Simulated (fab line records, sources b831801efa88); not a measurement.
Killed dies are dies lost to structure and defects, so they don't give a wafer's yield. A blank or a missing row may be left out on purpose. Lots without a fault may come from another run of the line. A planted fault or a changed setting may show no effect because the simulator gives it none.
fab line records | flow sfq_line
record lots=5 wafers=14 last_day=82
route steps=325 shown M2@102 I2@103 M3@118 I3@133 I4@166
lots that met no fault: from a run of the same line without faults
start_h: hours from the record's first day to the start of the lot's first wafer shown | wait_h: hours since the lot's step before | " the same as in the row above | L1.1+2: a row that stands for several wafers | - no value, or no start given | * or withheld: withheld | < > ~ a bound
route shown NAME@n: a module of which the file shows steps, and the number in the route of the first | usual: mean/standard deviation of fault-free wafers | same: alike in all rows | chamber/n: place in a boat | sites: the reading at each site | _std_site: their standard deviation | _edge_site: outer sites' mean less inner sites' | radius_mm: how far each site lies from the wafer's centre | mask NAME#n: copy n | behind: the tool/chamber that last shaped the wafer | hold: why the lot was held/for how many hours/how that ended | device: the transistor (n, p or np) that didn't switch | end of line: the same wafers' tests at the end of the route | a step without rows: its recipe alone | killed: dies lost to structure and defects at the first sort, not the wafer's yield | map: a wafer's dies, x killed, . not, _ none there
set.NAME: the setting as run; set.NAME@STEP: as run at that earlier step | model.NAME: the simulator's own value behind a step, which no gauge read
lots at some steps of the route; a table a step, a row a wafer
services: from which hour (start_h, from the record's first day; less than 0 if before it) a tool's chamber was out of use, for how many hours, and why
## steps
# step SFQ_TRILAYER_M2_STRIP_SOLV_CLEAN_062
# recipe chemistry=NMP temp_c=70 time_s=600
# step SFQ_TRILAYER_I2_DEP_PECVD_063
# recipe material=SiO2 temp_c=150 time_s=111.11 pressure_torr=2.4 rf_w=183.3 precursor=SiH4/N2O target_thk_nm=500
# step SFQ_TRILAYER_I2_CMP_CMP_064
# recipe material=SiO2 down_force_psi=3 platen_rpm=60 pad_velocity_m_s=0.94248
# step SFQ_I2_BOW_MEAS_917
# recipe mode=bow
# usual I2_BOW=2/8.4
# columns lot.wafer tool chamber start_h wait_h I2_BOW[um]
L718.1 film_metro-04 - 507.55 1.5 0
L718.3 " - " " 4
L718.4 " - " " 0
L719.2 film_metro-03 - 508.77 2.0 -3
L719.3 " - " " -9
L719.6 " - " " -16
L725.2 film_metro-01 - 627.82 1.5 -1
L725.3 " - " " -7
L725.5 " - " " 5
L727.2 film_metro-04 - 642.82 1.0 12
L727.4 " - " " 5
L727.6 " - " " 16
L737.3 film_metro-04 - 719.14 2.0 -8
L737.6 " - " " 1
# step SFQ_TRILAYER_I2_METRO_MEASURE_065
# step SFQ_TRILAYER_I2_VIA_LITHO_COAT_072
# recipe resist=BARC spin_rpm=3000 resist_thk_nm=62
# step SFQ_TRILAYER_I2_VIA_LITHO_COAT_067
# recipe resist=KrF spin_rpm=3000 resist_thk_nm=650
# step SFQ_TRILAYER_I2_VIA_LITHO_SOFTBAKE_071
# recipe temp_c=withheld time_s=withheld resist=KrF
# step SFQ_TRILAYER_I2_VIA_LITHO_EXPOSE_068
# recipe mask_id=I2 na=0.6 source_shape=conventional sigma_outer=0.65 target_cd_nm=500 dose_mj=21.3
# step SFQ_TRILAYER_I2_VIA_LITHO_PEB_070
# recipe peb_temp_c=115 peb_time_s=60 resist=KrF
# step SFQ_TRILAYER_I2_VIA_LITHO_DEVELOP_069
# recipe time_s=60 resist=KrF
# step SFQ_I2_OVL_MEAS_918
# usual I2_OVL=-2/5.5
# columns lot.wafer tool chamber start_h wait_h I2_OVL[nm]
L718.1 overlay-02 - 511.75 0.1 5
L718.3 " - " " -1
L718.4 " - " " -8
L719.2 overlay-02 - 516.51 0.1 -3
L719.3 " - " " -1
L719.6 " - " " -2
L725.2 overlay-01 - 631.37 0.1 -8
L725.3 " - " " -6
L725.5 " - " " -4
L727.2 overlay-02 - 654.89 0.1 4
L727.4 " - " " 6
L727.6 " - " " 5
L737.3 overlay-02 - 735.17 0.1 -1
L737.6 " - " " 7
# step SFQ_TRILAYER_I2_VIA_BARC_OPEN_VIA_ETCH_096
# recipe mask_material=PR chemistry=O2 target_depth_nm=125 target=BARC source_w=500 bias_w=80 pressure_mtorr=30 time_s=41.7
# usual drypump_motor_current_A=5.7/0.38 oes_product_au=0.685/0.0044
# same time_s=41.7
# columns lot.wafer tool chamber start_h wait_h drypump_motor_current_A oes_product_au rf_hours_counter_h model.KrF_of_TRILAYER_I2_VIA_LITHO_COAT_067.thk_nm
L718.1 rie_diel-03 2 511.79 0.0 5.4 0.680 33 572.1
L718.3 " 3 " " 5.7 0.689 9 574.1
L718.4 " 0 " " 6.3 0.680 24 573
L719.2 rie_diel-01 1 516.54 0.0 5.8 0.690 9 573.4
L719.3 " 2 " " 5.7 0.679 34 571.2
L719.6 " 0 " " 5.9 0.689 - 571
L725.2 rie_diel-04 2 631.40 0.0 5.5 0.688 6 573.5
L725.3 " 1 " " 4.8 0.686 8 572.4
L725.5 " 2 " " 5.5 0.682 - 573.1
L727.2 rie_diel-03 3 654.92 0.0 5.8 0.686 11 570.1
L727.4 " 2 " " 5.5 0.688 35 571
L727.6 " 2 " " 5.4 0.684 - 570.2
L737.3 rie_diel-03 2 735.19 0.0 5.4 0.680 36 574
L737.6 " 3 " " 5.8 0.686 - 577.7
# step SFQ_TRILAYER_I2_VIA_ETCH_VIA_ETCH_070
# recipe target=SiO2 stop_on=Nb mask_material=PR taper_deg=20 chemistry=CHF3 target_depth_nm=260 source_w=500 bias_w=80 pressure_mtorr=30 time_s=withheld
# usual drypump_motor_current_A=5.7/0.38 oes_product_au=0.853/0.0048
# columns lot.wafer tool chamber start_h wait_h drypump_motor_current_A oes_product_au model.KrF_of_TRILAYER_I2_VIA_LITHO_COAT_067.thk_nm
L718.1 rie_diel-03 2 511.83 0.0 5.5 0.856 528.1
L718.3 " 3 " " 5.8 0.857 529.3
L718.4 " 0 " " 6.3 0.857 528.7
L719.2 rie_diel-01 1 516.58 0.0 5.8 0.849 527.9
L719.3 " 2 " " 5.7 0.858 525.9
L719.6 " 0 " " 5.8 0.852 525.6
L725.2 rie_diel-04 2 631.44 0.0 5.5 0.857 529
L725.3 " 1 " " 4.9 0.852 527.9
L725.5 " 2 " " 5.5 0.848 528.7
L727.2 rie_diel-03 3 654.96 0.0 5.7 0.850 525.5
L727.4 " 2 " " 5.4 0.848 526.8
L727.6 " 2 " " 5.4 0.858 525.4
L737.3 rie_diel-03 2 735.23 0.0 5.4 0.857 529.6
L737.6 " 3 " " 5.8 0.854 533.1
# step SFQ_TRILAYER_I2_VIA_STRIP_STRIP_071
# recipe gas=O2 power_w=200 platen_temp_c=40 overash_fraction=0.65 chemistry=O2 pressure_mtorr=50
# usual drypump_motor_current_A=5.8/0.53 oes_product_au=1.000/0.0065
# columns lot.wafer tool chamber start_h wait_h drypump_motor_current_A oes_product_au rf_hours_counter_h
L718.1 rie_metal-02 0 511.94 - 6.6 1.001 145
L718.3 " 1 " " 6.0 0.993 -
L718.4 " 0 " " 6.6 1.002 -
L719.2 rie_metal-04 0 516.70 - 6.2 1.003 31
L719.3 " 1 " " 5.3 1.002 -
L719.6 " 1 " " 5.3 1.009 -
L725.2 rie_metal-03 1 631.56 - 5.0 0.996 5
L725.3 " 0 " " 6.0 1.012 -
L725.5 " 1 " " 5.0 0.997 -
L727.2 rie_metal-02 1 655.08 - 5.9 0.996 58
L727.4 " 1 " " 5.9 0.994 -
L727.6 " 1 " " 5.9 1.003 -
L737.3 rie_metal-03 1 735.54 - 5.0 1.001 -
L737.6 " 0 " " 5.9 0.997 -
# step SFQ_TRILAYER_I2_VIA_STRIP_SOLV_CLEAN_072
# recipe chemistry=NMP temp_c=70 time_s=600
# step SFQ_TRILAYER_M3_DEP_PRE_CLEAN_074
# recipe gas=Ar time_s=22.5 bias_v=250
# step SFQ_TRILAYER_M3_DEP_SPUTTER_073
# recipe material=Nb base_pressure_pa=1.33e-06 chamber_pressure_pa=0.1333 substrate_temp_c=20 resputter_cathode_voltage_v=400 target_thk_nm=200 power_w=2000 time_s=133.3
# step SFQ_M3_RS_MEAS_919
# recipe thk_meas_gauge=four-point-probe reads=Nb_of_TRILAYER_M3_DEP_SPUTTER_073
# usual M3_NB_RS=0.890/0.008
# columns lot.wafer tool chamber start_h wait_h M3_NB_RS[ohm/sq]
L718.1 film_metro-04 - 512.84 0.0 0.882
L718.3 " - " " 0.879
L718.4 " - " " 0.875
L719.2 film_metro-03 - 517.61 0.1 0.894
L719.3 " - " " 0.891
L719.6 " - " " 0.886
L725.2 film_metro-04 - 632.47 0.1 0.891
L725.3 " - " " 0.896
L725.5 " - " " 0.892
L727.2 film_metro-03 - 655.99 0.1 0.895
L727.4 " - " " 0.896
L727.6 " - " " 0.893
L737.3 film_metro-04 - 736.29 0.1 0.882
L737.6 " - " " 0.876
# step SFQ_TRILAYER_M3_LITHO_COAT_080
# recipe resist=BARC spin_rpm=3000 resist_thk_nm=62
# step SFQ_TRILAYER_M3_LITHO_COAT_075
# recipe resist=KrF spin_rpm=3000 resist_thk_nm=600
# step SFQ_TRILAYER_M3_LITHO_SOFTBAKE_079
# recipe temp_c=withheld time_s=withheld resist=KrF
# step SFQ_TRILAYER_M3_LITHO_EXPOSE_076
# recipe mask_id=M3 na=0.6 source_shape=conventional sigma_outer=0.65 target_cd_nm=500 dose_mj=14.4
# step SFQ_TRILAYER_M3_LITHO_PEB_078
# recipe peb_temp_c=115 peb_time_s=60 resist=KrF
# step SFQ_TRILAYER_M3_LITHO_DEVELOP_077
# recipe time_s=60 resist=KrF
# step SFQ_M3_OVL_MEAS_921
# usual M3_OVL=-1/4.8
# columns lot.wafer tool chamber start_h wait_h M3_OVL[nm]
L718.1 overlay-01 - 665.67 0.1 -2
L718.3 " - " " -5
L718.4 " - " " -4
L719.2 overlay-01 - 670.48 0.1 4
L719.3 " - " " -4
L719.6 " - " " 0
L725.2 overlay-02 - 779.52 0.1 -6
L725.3 " - " " -11
L725.5 " - " " -14
L727.2 overlay-02 - 799.45 0.1 0
L727.4 " - " " 2
L727.6 " - " " 1
L737.3 overlay-01 - 880.23 0.1 2
L737.6 " - " " -4
# step SFQ_TRILAYER_M3_BARC_OPEN_METAL_ETCH_100
# recipe mask_material=PR chemistry=O2 target_depth_nm=125 target=BARC icp_w=600 bias_w=80 pressure_mtorr=10 time_s=41.7
# step SFQ_TRILAYER_M3_ETCH_METAL_ETCH_078
# recipe target=Nb stop_on=SiO2 mask_material=PR chemistry=Cl2/Ar target_depth_nm=240 icp_w=600 bias_w=80 pressure_mtorr=10 time_s=120
# usual drypump_motor_current_A=5.7/0.5 oes_product_au=0.894/0.0066
# same time_s=120
# columns lot.wafer tool chamber start_h wait_h drypump_motor_current_A oes_product_au rf_hours_counter_h
L718.1 rie_metal-01 1 665.77 0.0 5.6 0.905 90
L718.3 " 0 " " 5.3 0.902 -
L718.4 " 1 " " 5.7 0.897 -
L719.2 rie_metal-01 1 670.57 0.0 5.7 0.886 91
L719.3 " 0 " " 5.3 0.893 -
L719.6 " 1 " " 5.6 0.897 -
L725.2 rie_metal-02 1 779.61 0.0 6.0 0.897 76
L725.3 " 1 " " 5.9 0.890 -
L725.5 " 0 " " 6.6 0.896 -
L727.2 rie_metal-02 1 799.54 0.0 5.9 0.893 79
L727.4 " 0 " " 6.6 0.886 -
L727.6 " 0 " " 6.6 0.886 -
L737.3 rie_metal-03 1 880.36 0.1 5.0 0.898 -
L737.6 " 1 " " 5.0 0.900 -
# step SFQ_TRILAYER_M3_STRIP_STRIP_079
# recipe gas=O2 power_w=200 platen_temp_c=40 overash_fraction=0.65 chemistry=O2 pressure_mtorr=50
# step SFQ_TRILAYER_M3_STRIP_SOLV_CLEAN_080
# recipe chemistry=NMP temp_c=70 time_s=600
# step SFQ_TRILAYER_I3_DEP_PECVD_081
# recipe material=SiO2 temp_c=150 time_s=111.11 pressure_torr=2.4 rf_w=183.3 precursor=SiH4/N2O target_thk_nm=500
# usual heater_power_w=79/16 throttle_valve_pct=24.5/1.3
# same time_s=111.11
# columns lot.wafer tool chamber start_h wait_h heater_power_w throttle_valve_pct
L718.1 pecvd-02 0 666.67 0.0 77 23.5
L718.3 " 2 " " 90 24.7
L718.4 " 2 " " 72 24.5
L719.2 pecvd-03 2 671.47 0.0 91 26.0
L719.3 " 1 " " 66 25.4
L719.6 " 1 " " 71 25.6
L725.2 pecvd-03 2 780.52 0.0 86 26.0
L725.3 " 0 " " 101 26.7
L725.5 " 2 " " 87 25.8
L727.2 pecvd-02 0 800.44 0.0 71 23.6
L727.4 " 0 " " 74 23.4
L727.6 " 2 " " 87 25.3
L737.3 pecvd-02 1 881.22 0.0 64 23.3
L737.6 " 2 " " 83 25.4
# step SFQ_TRILAYER_I3_CMP_CMP_082
# recipe material=SiO2 down_force_psi=3 platen_rpm=60 pad_velocity_m_s=0.94248
# usual edge_zone_pressure_frac=1.000/0.0049 motor_current_A=10.6/0.55 platen_rpm=60.00/0.043 time_to_endpoint_s=216/6.5
# columns lot.wafer tool chamber start_h wait_h edge_zone_pressure_frac motor_current_A platen_rpm time_to_endpoint_s
L718.1 cmp-01 2 669.18 2.5 1.005 10.7 60.08 217
L718.3 " 3 " " 0.997 10.5 60.07 216
L718.4 " 0 " " 1.002 10.8 60.01 222
L719.3 cmp-01 1 675.68 4.2 1.005 10.9 59.96 218
L719.2 " 3 676.68 5.2 1.001 10.8 60.06 213
L719.6 " 1 677.68 6.1 0.999 11.1 59.92 218
L725.3 cmp-01 0 800.59 20.0 1.003 10.4 60.02 205
L725.2 " 2 801.59 21.0 0.989 10.3 59.96 208
L725.5 " 0 802.59 22.0 1.001 10.7 59.99 209
L727.2 cmp-01 0 813.59 13.1 1.003 10.7 60.06 209
L727.4 " 1 " " 1.000 10.9 60.00 208
L727.6 " 2 " " 1.003 11.1 59.94 224
L737.3 cmp-01 3 894.21 13.0 0.995 10.7 59.92 200
L737.6 " 0 896.71 15.4 1.003 11.2 59.97 212
# step SFQ_I3_BOW_MEAS_922
# recipe mode=bow
# usual I3_BOW=2/8.3
# columns lot.wafer tool chamber start_h wait_h I3_BOW[um]
L718.1 film_metro-04 - 672.18 2.5 -5
L718.3 " - " " -1
L718.4 " - " " -6
L719.2 film_metro-01 - 678.20 1.0 2
L719.3 " - " " -5
L719.6 " - " " -12
L725.2 film_metro-01 - 803.61 1.5 -2
L725.3 " - " " -10
L725.5 " - " " 3
L727.2 film_metro-02 - 815.61 1.5 12
L727.4 " - " " 5
L727.6 " - " " 17
L737.3 film_metro-02 - 897.25 2.5 -4
L737.6 " - " " 5
# step SFQ_TRILAYER_I3_METRO_MEASURE_083
# usual thk_nm=200.0/0.94
# columns lot.wafer tool chamber start_h wait_h thk_nm
L718.1 film_metro-04 - 672.30 0.1 199.4
L718.3 " - " " 198.9
L718.4 " - " " 198.7
L719.2 film_metro-01 - 678.50 0.3 199.2
L719.3 " - " " 198.8
L719.6 " - " " 199.8
L725.2 film_metro-01 - 803.91 0.3 199.6
L725.3 " - " " 200.5
L725.5 " - " " 198.7
L727.2 film_metro-02 - 815.91 0.3 198.8
L727.4 " - " " 199.2
L727.6 " - " " 200.1
L737.3 film_metro-02 - 897.73 0.5 199.2
L737.6 " - " " 198.9
# step SFQ_TRILAYER_I3_VIA_LITHO_COAT_090
# recipe resist=BARC spin_rpm=3000 resist_thk_nm=62
# step SFQ_TRILAYER_I3_VIA_LITHO_COAT_085
# recipe resist=KrF spin_rpm=3000 resist_thk_nm=650
# step SFQ_TRILAYER_I3_VIA_LITHO_SOFTBAKE_089
# recipe temp_c=withheld time_s=withheld resist=KrF
# step SFQ_TRILAYER_I3_VIA_LITHO_EXPOSE_086
# recipe mask_id=I3 na=0.6 source_shape=conventional sigma_outer=0.65 target_cd_nm=500 dose_mj=21.3
# step SFQ_TRILAYER_I3_VIA_LITHO_PEB_088
# recipe peb_temp_c=115 peb_time_s=60 resist=KrF
# step SFQ_TRILAYER_I3_VIA_LITHO_DEVELOP_087
# recipe time_s=60 resist=KrF
# step SFQ_I3_OVL_MEAS_923
# usual I3_OVL=0/5.7
# columns lot.wafer tool chamber start_h wait_h I3_OVL[nm]
L718.1 overlay-02 - 817.57 0.1 -3
L718.3 " - " " -3
L718.4 " - " " -4
L719.2 overlay-01 - 825.98 0.1 15
L719.3 " - " " -1
L719.6 " - " " 10
L725.2 overlay-02 - 937.54 0.1 6
L725.3 " - " " 4
L725.5 " - " " 4
L727.2 overlay-02 - 952.54 0.1 -9
L727.4 " - " " -4
L727.6 " - " " -5
L737.3 overlay-01 - 1036.65 0.1 6
L737.6 " - " " -4
# step SFQ_TRILAYER_I4_METRO_MEASURE_101
# usual thk_nm=200.0/0.95
# columns lot.wafer tool chamber start_h wait_h thk_nm
L718.1 film_metro-01 - 962.73 0.1 200.8
L718.3 " - " " 200.4
L718.4 " - " " 200.3
L719.2 film_metro-04 - 971.54 0.3 199.7
L719.3 " - " " 199.1
L719.6 " - " " 198.4
L725.2 film_metro-01 - 1091.96 0.3 199.1
L725.3 " - " " 198.4
L725.5 " - " " 199.0
L727.2 film_metro-01 - 1110.96 0.3 200.5
L727.4 " - " " 201.9
L727.6 " - " " 200.3
L737.3 film_metro-03 - 1201.60 4.3 199.6
L737.6 " - " " 199.1
L737.3 film_metro-03 - 1203.66 1.9 199.6
L737.6 " - " " 199.2
## services
# columns tool chamber start_h hours kind
film_metro-01 - 527.41 1.2 pm
rie_diel-03 3 538.67 9.7 repair
rie_diel-03 - 577.37 28.1 pm
film_metro-01 - 595.02 0.4 pm
film_metro-01 - 601.90 2.0 repair
rie_diel-03 0 607.03 4.9 repair
rie_diel-03 1 623.21 5.5 repair
rie_diel-03 - 631.24 0.6 repair
film_metro-01 - 692.32 2.6 pm
film_metro-01 - 771.49 2.0 pm
rie_diel-03 1 791.55 4.8 repair
rie_diel-03 3 829.30 1.2 repair
film_metro-01 - 840.02 0.2 pm
rie_diel-03 3 859.81 9.0 repair
rie_diel-03 1 883.66 7.0 repair
film_metro-01 - 892.90 1.5 pm
film_metro-01 - 937.32 1.8 pm
rie_diel-03 3 948.95 7.4 repair
film_metro-01 - 1016.49 0.4 pm
film_metro-01 - 1042.10 3.6 pm
rie_diel-03 0 1068.17 4.1 repair
rie_diel-03 0 1105.18 4.8 repair
rie_diel-03 - 1110.64 2.8 pm
rie_diel-03 2 1165.10 5.6 repair
## key
first_sign step=SFQ_TRILAYER_I4_METRO_MEASURE_101 reading=visit direction=added
effect none on later readings
model_effect step=SFQ_TRILAYER_I2_VIA_BARC_OPEN_VIA_ETCH_096 value=KrF_of_TRILAYER_I2_VIA_LITHO_COAT_067.thk_nm without=574.6 struck=577.7
model_effect step=SFQ_TRILAYER_I2_VIA_ETCH_VIA_ETCH_070 value=KrF_of_TRILAYER_I2_VIA_LITHO_COAT_067.thk_nm without=530 struck=533.1
met_at SFQ_TRILAYER_I2_VIA_BARC_OPEN_VIA_ETCH_096
struck_wafers L737.6
onset_between 654.92 735.19
fault kind=process_parameter_drift tool=rie_diel-03 chamber=- onset_h=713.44 steps=SFQ_TRILAYER_I2_VIA_BARC_OPEN_VIA_ETCH_096 channel=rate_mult offset=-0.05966 shape=step end_h=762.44 scope=struck_wafers_only
